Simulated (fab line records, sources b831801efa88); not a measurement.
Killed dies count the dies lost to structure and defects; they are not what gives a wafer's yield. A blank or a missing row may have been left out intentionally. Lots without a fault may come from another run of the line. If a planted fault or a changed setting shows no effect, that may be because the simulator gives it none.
Which of the tools did it? -- flow sky130 -- 12 lots, 36 wafers sampled, at 4 steps of a route of 708

WHAT THE GAUGES SHOWED, per wafer
SKY_METAL4_CD_MEAS_13: the cd target is 300 nm.
lot,measured,on,cdNm (nm)
L191,day 40 02:26,cdSem-01,299.5 299.2 299.7
L197,day 41 23:25,cdSem-02,299.8 300.9 299.3
L199,day 42 00:41,cdSem-02,299.9 300.7 299.5
L200,day 42 08:29,cdSem-02,298.3 299.4 300.5
L201,day 42 16:07,cdSem-02,300.1 300.5 298.9
L202,day 43 01:25,cdSem-01,298.4 299.8 298.4
L204,day 43 09:31,cdSem-02,299.2 299.0 299.1
L206,day 44 02:19,cdSem-01,298.6 298.4 298.6
L209,day 49 14:32,cdSem-02,299.5 299.2 298.4
L207,day 49 16:35,cdSem-01,302.1 303.0 302.0
L210,day 49 20:31,cdSem-01,301.3 301.1 302.1
L212,day 49 21:13,cdSem-01,300.0 300.3 299.7

TOOL THAT RAN EACH LOT (tool first, then ch and the chambers of the sampled wafers, then the start)
lot,SKY_CAP2M_CVD_00,SKY_CAP2M_STRIP_14,SKY_METAL4_DEVELOP_12
L191,"pecvd-01 ch 1, day 37 22:04","plasmaAsher-03 ch 1, day 38 23:53","lithoTrack-02 ch 0, day 40 02:00"
L197,"pecvd-02 ch 0,2, day 39 20:40","plasmaAsher-04 ch 0,1, day 40 21:33","lithoTrack-02 ch 0, day 41 23:00"
L199,"pecvd-04 ch 0,2, day 39 21:01","plasmaAsher-02 ch 0,1, day 40 22:11","lithoTrack-02 ch 0, day 42 00:00"
L200,"pecvd-04 ch 0,2, day 40 05:29","plasmaAsher-04 ch 0,1, day 41 06:09","lithoTrack-02 ch 0, day 42 08:00"
L201,"pecvd-01 ch 0,1, day 40 13:49","plasmaAsher-04 ch 1, day 41 14:09","lithoTrack-03 ch 0, day 42 15:00"
L202,"pecvd-01 ch 1,2, day 40 21:58","plasmaAsher-04 ch 0,1, day 42 00:01","lithoTrack-04 ch 0, day 43 01:00"
L204,"pecvd-04 ch 0,1,2, day 41 08:01","plasmaAsher-04 ch 0,1, day 42 09:27","lithoTrack-04 ch 0, day 43 09:00"
L206,"pecvd-02 ch 0,2, day 42 03:40","plasmaAsher-02 ch 0,1, day 43 04:04","lithoTrack-04 ch 0, day 44 02:00"
L209,"pecvd-01 ch 1,2, day 48 04:31","plasmaAsher-04 ch 0,1, day 48 21:23","lithoTrack-04 ch 0, day 49 14:00"
L207,"pecvd-02 ch 1,2, day 48 07:30","plasmaAsher-03 ch 0, day 48 23:39","lithoTrack-04 ch 0, day 49 16:00"
L210,"pecvd-02 ch 0,2, day 48 09:20","plasmaAsher-04 ch 0,1, day 49 02:55","lithoTrack-03 ch 0, day 49 20:00"
L212,"pecvd-04 ch 0,1,2, day 48 10:49","plasmaAsher-04 ch 0,1, day 49 03:13","lithoTrack-03 ch 0, day 49 21:00"
- SKY_CAP2M_CVD_00: deposits SiO2, target thk 15.5 nm.
- SKY_CAP2M_STRIP_14: strips in O2/N2.
- SKY_METAL4_DEVELOP_12: develop time 60 s.

AS READ BY THE TOOLS THEMSELVES (means over the sampled wafers that have a number; for cases with no such wafer, the mark the record gives instead)
SKY_CAP2M_CVD_00.
lot,tool,heaterPowerW (W)
L191,pecvd-01,691
L197,pecvd-02,646
L199,pecvd-04,790
L200,pecvd-04,702
L201,pecvd-01,662
L202,pecvd-01,710
L204,pecvd-04,717
L206,pecvd-02,686
L209,pecvd-01,676
L207,pecvd-02,768
L210,pecvd-02,634
L212,pecvd-04,742

SKY_CAP2M_STRIP_14.
lot,tool,drypumpMotorCurrentA (A),o2FlowSccm (sccm),oesProductAu (a.u.),stripTimeToEndpointS (s)
L191,plasmaAsher-03,6.17,2986,0.708,12.69
L197,plasmaAsher-04,5.66,3004,0.709,12.63
L199,plasmaAsher-02,5.95,2999,0.713,12.63
L200,plasmaAsher-04,5.67,2995,0.710,12.75
L201,plasmaAsher-04,5.93,3008,0.712,12.61
L202,plasmaAsher-04,5.77,3011,0.707,12.65
L204,plasmaAsher-04,5.66,3005,0.710,12.66
L206,plasmaAsher-02,5.97,2997,0.713,12.69
L209,plasmaAsher-04,5.79,3003,0.708,12.67
L207,plasmaAsher-03,5.83,2998,0.709,12.66
L210,plasmaAsher-04,5.67,3002,0.713,12.67
L212,plasmaAsher-04,5.67,3003,0.710,12.72

SKY_METAL4_DEVELOP_12.
lot,tool,developerTempC (C)
L191,lithoTrack-02,21.03
L197,lithoTrack-02,21.60
L199,lithoTrack-02,21.66
L200,lithoTrack-02,21.65
L201,lithoTrack-03,20.83
L202,lithoTrack-04,20.94
L204,lithoTrack-04,20.98
L206,lithoTrack-04,20.93
L209,lithoTrack-04,21.06
L207,lithoTrack-04,20.93
L210,lithoTrack-03,21.01
L212,lithoTrack-03,20.91

THE ANSWER, worked out from the rows above alone
Rule: the usual values come from the lots themselves. The widest of any qualifying gaps counts: lots, ordered by their means at a reading, are off when they make up no more than a third of the lots, leave a main group of 4 or more, and stand apart from it by 3 or more times the standard deviation of that group's means. Not used: any main group whose means are identical at the precision the tables above print for the reading. A lot without any number at a reading at which 4 lots or more have one is off too. Any other lot the step has rows for is counted as sound. Order of review: gauges by route order, followed by the tools' own readings, for which a lot's mean as printed above is used. The first step at which some lot is off is used, and at that step the reading that is off furthest; a lot without a number counts as furthest.
Off: L197, L199, L200, at SKY_METAL4_DEVELOP_12 (developerTempC). Mean 20.96 C and standard deviation 0.066 in the main group.
A tool fits if, at that step or a process step before it, it ran every lot that is off, and no sound lot after the first of them. One candidate fits, namely lithoTrack-02 at SKY_METAL4_DEVELOP_12. Its last sound lot is L191 (day 40 02:00), its first lot that is off L197 (day 41 23:00): a fault that began between those two fits.
The tool's own readings at SKY_METAL4_DEVELOP_12 bear it out: on the lots that are off they differ by more than 5 times the standard deviation of the sound lots' means. developerTempC reads 21.64 C there against 20.96 C on the sound lots.

WHAT THE SIMULATOR HAD PUT IN
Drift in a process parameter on lithoTrack-02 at SKY_METAL4_DEVELOP_12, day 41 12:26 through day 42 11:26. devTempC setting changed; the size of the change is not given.
Shown lots that were struck: L197, L199, L200. The rule above found the same.
